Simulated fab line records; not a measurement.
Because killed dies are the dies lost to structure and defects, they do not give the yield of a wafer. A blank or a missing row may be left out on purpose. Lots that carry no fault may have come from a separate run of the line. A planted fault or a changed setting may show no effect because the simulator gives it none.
Chamber matching | flow sky130 | cmp-01 running SKY_VIA3_CMP_02: 4 sister chambers
The step polishes SiO2. 4 wafers are shown with their chamber, then 8 later ones without.

## WAFERS WITH THEIR CHAMBER
wafer  | chamber | motor current A (A)
L394.1 | 3       | 11.3
L394.3 | 1       | 13.9
L394.5 | 0       | 13.9
L395.4 | 2       | 12.7

## WAFERS WITH NO CHAMBER GIVEN
wafer  | motor current A (A)
L395.5 | 14.5
L395.6 | 11.1
L397.1 | 13.2
L397.2 | 11.4
L397.6 | 14.3
L396.3 | 14.0
L396.5 | 14.4
L396.6 | 14.2

## WHICH CHAMBER EACH ONE RAN IN
wafer  | from the rows above          | in truth
L395.5 | can't be placed: 0 or 1      | 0
L395.6 | 3                            | 3
L397.1 | can't be placed: 2 or 0 or 1 | 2
L397.2 | 3                            | 3
L397.6 | can't be placed: 0 or 1      | 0
L396.3 | can't be placed: 0 or 1      | 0
L396.5 | can't be placed: 0 or 1      | 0
L396.6 | can't be placed: 0 or 1      | 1
Correct placement for 2 of the 8. These rows do not allow placing 6 (true chamber among the candidates in 6). 0 placed wrongly.
How it was worked out, from the rows above alone: a wafer's distance from a chamber is the root of the sum, over the readings, of the square of ((its reading less the chamber's mean) divided by the reading's scatter). The wafer belongs to the nearest chamber; if the next one is less than 2 further off, it can't be placed. A chamber's mean is the mean of its shown wafers. The scatter: with one shown wafer a chamber, the root of the mean of the squares of how far each hidden wafer lies from its nearest shown one.
